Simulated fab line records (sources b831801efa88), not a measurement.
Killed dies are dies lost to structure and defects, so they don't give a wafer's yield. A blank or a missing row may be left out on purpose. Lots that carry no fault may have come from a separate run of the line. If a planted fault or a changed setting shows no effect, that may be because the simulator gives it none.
fab line records    flow sky130
record lots=15  wafers=45  lastDay=50
route steps=708 shown FIELD_ISO@26 NWELL@66 LDD_P@262
lots that met no fault: from a run of the same line without faults
startH: hours from the record's opening day to when the first of the lot's shown wafers began    waitH: time in hours since the lot's previous step    " the same as in the row above    L1.1+2: several wafers, shown together as one row    - either no value or no given start    * or withheld: withheld    < > ~ a bound
route shown NAME@n: NAME is a module with steps in the file, n the number in the route of the first one    usual: the fault-free wafers' mean and standard deviation    same: alike in all rows    chamber/n: place in a boat    sites: each site's reading    _std_site: how widely they spread, as a standard deviation    _edge_site: mean of outer sites minus mean of inner sites    radiusMm: how far each site lies from the wafer's centre    mask NAME#n: copy n    behind: the last tool/chamber to shape the wafer    hold: why the lot went on hold/how many hours it stayed there/how the hold came to an end    device: names the non-switching transistor (n, p or np)    end of line: tests of these same wafers at the route's end    where a step has no rows: the recipe by itself    killed: count of dies lost to structure and defects at first sort (not the wafer's yield)    map: a wafer's dies, x killed, . not, _ none there
set.NAME: setting as actually run; set.NAME@STEP: the setting as run at that earlier step    model.NAME: the simulator's own value behind a step, which no gauge read
route steps across a sampled set of lots; one table per step, one row per wafer
services: a tool's chamber out of use, with start hour (startH, from the record's first day; less than 0 if before it), hours out, and reason
## steps
# step SKY_FIELD_ISO_THK_MEAS_25
# recipe reads=SiO2_of_FIELD_ISO_CVD_24
# usual FIELD_ISO_CVD_24_THK=594/5.3
lot.wafer  tool          chamber  startH  waitH  FIELD_ISO_CVD_24_THK[nm]
L367.1     filmMetro-02  -        39.99   0.0    597
L367.2     "             -        "       "      601
L367.4     "             -        "       "      594
L368.2     filmMetro-02  -        43.95   0.0    592
L368.3     "             -        "       "      582
L368.4     "             -        "       "      584
L369.2     filmMetro-04  -        48.22   0.0    600
L369.4     "             -        "       "      597
L369.6     "             -        "       "      599
L370.1     filmMetro-04  -        52.28   0.0    594
L370.5     "             -        "       "      597
L370.6     "             -        "       "      592
L371.4     filmMetro-02  -        58.10   0.1    597
L371.5     "             -        "       "      588
L371.6     "             -        "       "      589
L372.1     filmMetro-04  -        63.94   0.1    595
L372.2     "             -        "       "      603
L372.5     "             -        "       "      600
L374.1     filmMetro-02  -        72.94   0.0    592
L374.4     "             -        "       "      597
L374.6     "             -        "       "      590
L375.4     filmMetro-04  -        80.44   0.0    601
L375.5     "             -        "       "      601
L375.6     "             -        "       "      594
L376.2     filmMetro-02  -        85.23   0.0    584
L376.4     "             -        "       "      593
L376.6     "             -        "       "      590
L377.2     filmMetro-02  -        90.66   0.0    587
L377.5     "             -        "       "      589
L377.6     "             -        "       "      598
L379.2     filmMetro-02  -        102.95  0.0    593
L379.4     "             -        "       "      595
L379.5     "             -        "       "      597
L384.1     filmMetro-04  -        124.99  0.0    592
L384.3     "             -        "       "      596
L384.4     "             -        "       "      593
L386.1     filmMetro-01  -        135.42  0.0    586
L386.4     "             -        "       "      596
L386.6     "             -        "       "      595
L387.1     filmMetro-04  -        139.54  0.0    595
L387.2     "             -        "       "      602
L387.5     "             -        "       "      594
L388.2     filmMetro-04  -        146.47  0.0    592
L388.4     "             -        "       "      592
L388.5     "             -        "       "      593
# step SKY_FIELD_ISO_CMP_27
# recipe stopOn=Si3N4  tOverpolishS=16  downForcePsi=4  platenRpm=60  targetThkNm=457.8  padVelocityMS=0.94248
# usual motorCurrentA=12.0/1.1  overpolishRunS=15.999/0.0093  timeToEndpointS=111/3.2
lot.wafer  tool    chamber  startH  waitH  motorCurrentA  overpolishRunS  timeToEndpointS
L367.1     cmp-01  2        42.63   0.0    12.2           16.006          116
L367.4     "       3        "       "      14.1           15.997          113
L367.2     "       1        "       "      10.7           16.001          113
L368.4     cmp-02  3        45.50   0.0    11.5           16.007          106
L368.2     "       0        "       "      11.4           16.014          106
L368.3     "       1        "       "      12.6           15.986          105
L369.4     cmp-02  3        51.02   0.1    11.6           16.011          107
L369.2     "       1        "       "      12.8           15.998          111
L369.6     "       2        "       "      11.4           16.006          107
L370.1     cmp-02  3        53.94   0.1    12.0           16.000          108
L370.5     "       1        "       "      12.3           15.983          111
L370.6     "       2        "       "      11.6           16.006          107
L371.4     cmp-01  2        59.73   0.1    11.9           16.006          112
L371.6     "       0        "       "      12.4           16.004          110
L371.5     "       1        "       "      10.4           16.019          108
L372.2     cmp-01  3        66.52   0.0    14.4           16.005          115
L372.1     "       1        "       "      10.7           16.001          113
L372.5     "       3        "       "      14.2           15.987          117
L374.1     cmp-01  2        74.96   0.0    12.4           16.007          109
L374.4     "       3        "       "      13.7           16.004          109
L374.6     "       2        "       "      11.6           16.008          111
L375.4     cmp-01  0        83.10   0.1    12.8           16.008          111
L375.5     "       3        "       "      14.2           15.988          114
L375.6     "       0        "       "      12.3           15.988          113
L376.4     cmp-01  0        87.44   0.1    12.1           15.985          105
L376.2     "       1        "       "      9.9            15.987          106
L376.6     "       3        "       "      13.6           16.000          113
L377.2     cmp-02  1        92.80   0.1    13.0           15.993          108
L377.6     "       3        "       "      11.0           16.004          116
L377.5     "       0        "       "      11.1           16.008          108
L379.4     cmp-01  0        104.50  0.0    11.5           15.987          117
L379.2     "       1        "       "      10.2           15.994          114
L379.5     "       1        "       "      10.2           16.012          111
L384.4     cmp-01  0        126.55  0.0    12.3           16.015          111
L384.3     "       1        "       "      10.9           15.991          113
L384.1     "       3        "       "      14.2           15.985          114
L386.4     cmp-01  1        137.03  0.1    10.7           15.999          116
L386.1     "       3        "       "      13.7           16.011          115
L386.6     "       1        "       "      10.3           16.009          113
L387.1     cmp-01  2        141.20  0.1    11.1           16.008          109
L387.2     "       3        "       "      13.7           16.002          107
L387.5     "       1        "       "      10.5           15.999          109
L388.4     cmp-01  1        149.13  0.1    11.1           16.002          111
L388.2     "       3        "       "      14.1           15.993          113
L388.5     "       1        "       "      10.4           16.005          117
# step SKY_NWELL_IMPLANT_13
# recipe species=P  energyKev=50  doseCm2=7e+11  tiltDeg=withheld
# usual beamEnergyKeV=49.997/0.018  beamOnS=10.01/0.21  doseIonsCm2=7e+11/7.7e+08
lot.wafer  tool          chamber  startH  waitH  beamEnergyKeV  beamOnS  doseIonsCm2
L367.1     implanter-01  0        94.69   0.1    49.973         9.87     7.008e+11
L367.2     "             0        "       "      49.968         10.05    7.003e+11
L367.4     "             0        "       "      49.973         9.76     7e+11
L368.2     implanter-03  0        99.22   0.1    50.007         10.08    6.992e+11
L368.3     "             0        "       "      50.007         9.95     6.987e+11
L368.4     "             0        "       "      50.005         9.93     7e+11
L369.2     implanter-01  0        102.44  0.1    50.015         9.78     7.007e+11
L369.4     "             0        "       "      49.994         9.96     7.003e+11
L369.6     "             0        "       "      49.996         10.46    7.008e+11
L370.1     implanter-02  0        106.27  0.1    50.013         10.21    6.998e+11
L370.5     "             0        "       "      50.003         9.82     6.99e+11
L370.6     "             0        "       "      50.013         9.82     6.992e+11
L371.4     implanter-02  0        115.72  0.1    50.001         9.97     6.999e+11
L371.5     "             0        "       "      50.021         10.57    7.009e+11
L371.6     "             0        "       "      49.992         10.21    6.989e+11
L372.1     implanter-03  0        120.65  0.1    49.983         10.04    7.006e+11
L372.2     "             0        "       "      49.993         9.93     7.005e+11
L372.5     "             0        "       "      49.982         9.81     7.002e+11
L374.1     implanter-01  0        132.64  0.1    49.991         10.15    7.016e+11
L374.4     "             0        "       "      50.017         10.03    6.995e+11
L374.6     "             0        "       "      50.029         10.36    6.986e+11
L375.4     implanter-02  -        140.32  0.1    -              -        -
L375.5     "             -        "       "      -              -        -
L375.6     "             -        "       "      -              -        -
L376.2     implanter-03  -        143.72  0.1    -              -        -
L376.4     "             -        "       "      -              -        -
L376.6     "             -        "       "      -              -        -
L377.2     implanter-03  -        151.99  0.1    -              -        -
L377.5     "             -        "       "      -              -        -
L377.6     "             -        "       "      -              -        -
L379.2     implanter-01  0        166.32  0.1    50.007         9.93     6.996e+11
L379.4     "             0        "       "      50.003         10.05    6.991e+11
L379.5     "             0        "       "      50.007         9.98     7.001e+11
L384.1     implanter-02  0        187.67  0.1    50.003         10.12    7.001e+11
L384.3     "             0        "       "      50.004         10.03    7.005e+11
L384.4     "             0        "       "      49.986         10.13    7.002e+11
L386.1     implanter-03  0        198.40  0.1    50.003         10.34    6.996e+11
L386.4     "             0        "       "      49.979         10.15    6.994e+11
L386.6     "             0        "       "      49.980         10.14    6.989e+11
L387.1     implanter-03  0        204.89  0.1    49.973         10.30    7.011e+11
L387.2     "             0        "       "      49.981         9.70     6.998e+11
L387.5     "             0        "       "      49.993         10.16    7.007e+11
L388.2     implanter-02  0        215.02  0.1    49.999         10.05    6.998e+11
L388.4     "             0        "       "      50.036         9.84     6.992e+11
L388.5     "             0        "       "      50.020         10.04    6.991e+11
# step SKY_NWELL_RS_MEAS_29
# recipe thkMeasGauge=four-point-probe
# usual NWELL_RS=624.1/1.8
lot.wafer  tool          chamber  startH  waitH  NWELL_RS[ohm/sq]
L367.1     filmMetro-03  -        113.31  0.1    622.0
L367.2     "             -        "       "      623.6
L367.4     "             -        "       "      622.6
L368.2     filmMetro-03  -        117.20  0.1    620.2
L368.3     "             -        "       "      622.4
L368.4     "             -        "       "      621.2
L369.2     filmMetro-03  -        121.18  0.1    624.5
L369.4     "             -        "       "      623.8
L369.6     "             -        "       "      625.3
L370.1     filmMetro-03  -        125.01  0.1    622.5
L370.5     "             -        "       "      624.0
L370.6     "             -        "       "      623.3
L371.4     filmMetro-04  -        135.24  0.1    625.3
L371.5     "             -        "       "      623.9
L371.6     "             -        "       "      624.4
L372.1     filmMetro-03  -        140.10  0.1    623.4
L372.2     "             -        "       "      623.8
L372.5     "             -        "       "      622.6
L374.1     filmMetro-04  -        152.40  0.1    625.0
L374.4     "             -        "       "      626.1
L374.6     "             -        "       "      626.9
L375.4     filmMetro-04  -        159.67  0.1    648.4
L375.5     "             -        "       "      647.2
L375.6     "             -        "       "      647.5
L376.2     filmMetro-04  -        164.43  0.1    652.6
L376.4     "             -        "       "      650.2
L376.6     "             -        "       "      650.7
L377.2     filmMetro-03  -        172.43  0.2    649.4
L377.5     "             -        "       "      648.2
L377.6     "             -        "       "      649.6
L379.2     filmMetro-03  -        187.50  0.1    624.4
L379.4     "             -        "       "      622.6
L379.5     "             -        "       "      623.5
L384.1     filmMetro-04  -        207.81  0.1    622.7
L384.3     "             -        "       "      622.7
L384.4     "             -        "       "      623.2
L386.1     filmMetro-03  -        220.31  0.1    624.2
L386.4     "             -        "       "      624.2
L386.6     "             -        "       "      623.7
L387.1     filmMetro-03  -        227.81  0.1    623.5
L387.2     "             -        "       "      622.7
L387.5     "             -        "       "      624.3
L388.2     filmMetro-04  -        238.10  0.1    624.5
L388.4     "             -        "       "      624.1
L388.5     "             -        "       "      623.6
# step SKY_LDD_P_CD_MEAS_07
# recipe targetCdNm=380
# usual cdNm=380.1/2.9
lot.wafer  tool      chamber  startH  waitH  cdNm
L367.1     cdSem-01  -        445.06  0.1    382.3
L367.2     "         -        "       "      381.1
L367.4     "         -        "       "      380.8
L368.2     cdSem-02  -        449.13  0.1    383.3
L368.3     "         -        "       "      381.9
L368.4     "         -        "       "      383.5
L369.2     cdSem-01  -        456.43  0.1    381.0
L369.4     "         -        "       "      384.7
L369.6     "         -        "       "      383.7
L370.1     cdSem-02  -        467.98  0.1    375.3
L370.5     "         -        "       "      376.2
L370.6     "         -        "       "      379.0
L371.4     cdSem-01  -        477.29  0.1    383.9
L371.5     "         -        "       "      382.9
L371.6     "         -        "       "      383.8
L372.1     cdSem-01  -        483.61  0.1    381.0
L372.2     "         -        "       "      380.6
L372.5     "         -        "       "      380.6
L374.1     cdSem-02  -        505.93  0.1    379.5
L374.4     "         -        "       "      377.9
L374.6     "         -        "       "      380.1
L379.2     cdSem-01  -        555.20  0.1    379.8
L379.4     "         -        "       "      378.5
L379.5     "         -        "       "      379.7
L384.1     cdSem-01  -        584.66  0.1    386.5
L384.3     "         -        "       "      385.1
L384.4     "         -        "       "      386.9
L386.1     cdSem-01  -        598.41  0.1    382.3
L386.4     "         -        "       "      382.5
L386.6     "         -        "       "      383.1
L387.1     cdSem-02  -        611.41  0.1    382.2
L387.2     "         -        "       "      376.8
L387.5     "         -        "       "      377.8
L388.2     cdSem-01  -        625.25  0.1    379.8
L388.4     "         -        "       "      380.9
L388.5     "         -        "       "      381.4
## services
tool          chamber  startH  hours  kind
cmp-01        -        21.42   5.8    pm
cmp-01        -        29.30   1.2    repair
implanter-02  -        31.06   1.1    repair
implanter-01  -        38.07   4.7    pm
implanter-03  -        46.65   4.6    pm
cmp-02        -        64.00   4.0    pm
cmp-02        -        66.54   2.2    repair
cmp-02        -        68.00   -      consumableReplace:conditioner
cmp-02        -        68.00   -      consumableReplace:pad
implanter-02  -        72.55   2.5    repair
cmp-02        -        93.08   0.6    repair
cmp-02        -        99.18   2.3    repair
implanter-03  -        103.79  3.0    pm
cmp-02        -        106.13  0.4    repair
cmp-02        -        128.21  0.4    repair
implanter-02  -        150.32  4.5    pm
cmp-01        -        158.74  7.6    pm
cmp-02        -        192.38  5.3    repair
cmp-01        -        204.93  14.7   pm
## key
firstSign step=SKY_NWELL_IMPLANT_13  reading=toolRecord  direction=missing
effect step=SKY_NWELL_RS_MEAS_29  reading=NWELL_RS  direction=up  sigmas=14  usual=624.1  struck=649.3
metAt SKY_NWELL_IMPLANT_13
struckLots L375,L376,L377
laterRowsLeftOut L375.4,L375.5,L375.6,L376.2,L376.4,L376.6,L377.2,L377.5,L377.6
sortLeftOut L375.4,L375.5,L375.6,L376.2,L376.4,L376.6,L377.2,L377.5,L377.6
testerLeftOut L375,L376,L377
notActingAt SKY_FIELD_ISO_THK_MEAS_25,SKY_FIELD_ISO_CMP_27,SKY_LDD_P_CD_MEAS_07
onsetBetween 120.65 140.32
fault kind=skippedStepWhole  tool=implanter-02,implanter-03  chamber=-  onsetH=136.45  steps=SKY_NWELL_IMPLANT_13  scope=struckLotsOnly
# testerLeftOut: of these lots the tester's yield and bins aren't shown, on N5 and GAA mostly nor the transistor test; their killed dies are dies lost to structure and defects alone, not to doping, threshold or leakage, so they don't give the yield
# sortLeftOut: the simulated sort isn't trusted on such a fault, so these wafers' sort isn't shown, and their yield isn't known
# laterRowsLeftOut: the simulator's readings of these wafers behind a module that went badly wrong aren't trusted and aren't shown, but for the sort
